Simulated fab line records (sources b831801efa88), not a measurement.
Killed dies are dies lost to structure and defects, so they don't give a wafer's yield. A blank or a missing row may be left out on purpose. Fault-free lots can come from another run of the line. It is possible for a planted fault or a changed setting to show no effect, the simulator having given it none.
A struck lot beside a sound one	flow sky130	18 steps out of a route of 708
Sound: these wafers, L689.2, L689.5, L689.6. Wafers struck: L698.1, L698.3, L698.4. The cause is named last.
For every step that has rows: the tool of each side, followed by ch and its chambers, followed by its first start. Under that, the readings that differ: sound wafers	struck wafers	difference of the means	sigmas: that difference in standard deviations of wafers without a fault.
alike: readings whose means differ by less than 2 such deviations, and words and numbers that are the same on both sides. not compared: withheld readings, readings that some wafer has no value for, bounds like >300 that may hide the same value, and numbers for which the record gives no deviation and whose values overlap.
The two part at a step that has a row with sigmas, a row that says differs or no value, or rows on one side only. When numbers do not overlap yet have no deviation, they are printed without sigmas and do not part them. A reading missing from all wafers of one side parts the sides only when that side holds two or more wafers.

first, 3 steps without rows for these wafers: SKY_VT_ADJUST_HVTP_EXPOSE_04 (exposes mask HVTPM, target cd 380 nm); SKY_VT_ADJUST_HVTP_PEB_05; SKY_VT_ADJUST_HVTP_DEVELOP_06 (develop time 60 s).
SKY_VT_ADJUST_HVTP_CD_MEAS_07 targets a cd of 380 nm.
  struck on cd_sem-01, day 8 12:43; sound on cd_sem-02, day 6 05:44
  alike: cd_nm
SKY_VT_ADJUST_HVTP_OVL_MEAS_08:
  struck on overlay-02, day 8 12:50; sound on overlay-01, day 6 05:50
  alike: VT_ADJUST_HVTP_OVL
then, 1 step without rows for these wafers: SKY_VT_ADJUST_HVTP_IMPLANT_09.
SKY_VT_ADJUST_HVTP_STRIP_10: strips in O2/N2.
  sound on plasma_asher-03 ch 0,1, day 6 06:01; struck on plasma_asher-01 ch 0,1, day 8 13:01
  alike: drypump_motor_current_A, oes_product_au, strip_time_to_endpoint_s
  not compared: rf_hours_counter_h
SKY_VT_ADJUST_HVTP_TW_MEAS_11:
  struck on film_metro-03, day 8 13:07; sound on film_metro-03, day 6 06:08
  alike: VT_ADJUST_HVTP_TW
then, 4 steps without rows for these wafers: SKY_VT_ADJUST_LVTN_DEHYDRATE_00 (time 60 s); SKY_VT_ADJUST_LVTN_HMDS_01 (prime time 60 s); SKY_VT_ADJUST_LVTN_COAT_02 (resist thk 3000 nm); SKY_VT_ADJUST_LVTN_SOFTBAKE_03.
SKY_VT_ADJUST_LVTN_EXPOSE_04: exposes mask NWM COMPLEMENT LESS NATIVE, target cd 840 nm.
  sound on iline_stepper-01 ch 0, day 6 15:53; struck on iline_stepper-01 ch 0, day 9 00:38
reading	sound	struck	difference	sigmas
model.VT_ADJUST_LVTN.overlay_x_nm (nm)	0.2336 0.2336 0.2336	300.9 300.9 300.9	+300.7	
  alike: mask
then, 2 steps without rows for these wafers: SKY_VT_ADJUST_LVTN_PEB_05; SKY_VT_ADJUST_LVTN_DEVELOP_06 (develop time 60 s).
SKY_VT_ADJUST_LVTN_OVL_MEAS_07:
  struck on overlay-02, day 9 10:40; sound on overlay-02, day 7 02:10
reading	sound	struck	difference	sigmas
VT_ADJUST_LVTN_OVL (nm)	2.0 0.6 1.0	300.5 299.5 297.8	+298.1	+99 or more
then, 1 step without rows for these wafers: SKY_VT_ADJUST_LVTN_IMPLANT_08.
-- here the record skips 39 days between the struck wafers' starts before and after, leaving off in module VT_ADJUST_LVTN and picking up in module PAD_OPEN (first step shown: number 708 of the route) --
SKY_PAD_OPEN_PROBE_99:
  struck on prober-01, day 48 04:23; sound on prober-02, day 46 04:37
reading	sound	struck	difference	sigmas
killed_at_front_end	10 21 19	384 375 365	+358	+81
killed_dies	77 91 87	453 451 453	+367	+38
killed_on_rim	19 19 24	88 87 92	+68	+18
  alike: killed_at_M0_to_M3, killed_at_M4_up, killed_at_contacts, killed_at_other, killed_open, killed_short

== WHERE THEY PART ==
At SKY_VT_ADJUST_LVTN_OVL_MEAS_07 first; at SKY_PAD_OPEN_PROBE_99 last (within this record only).

WHY: what the simulator had put in
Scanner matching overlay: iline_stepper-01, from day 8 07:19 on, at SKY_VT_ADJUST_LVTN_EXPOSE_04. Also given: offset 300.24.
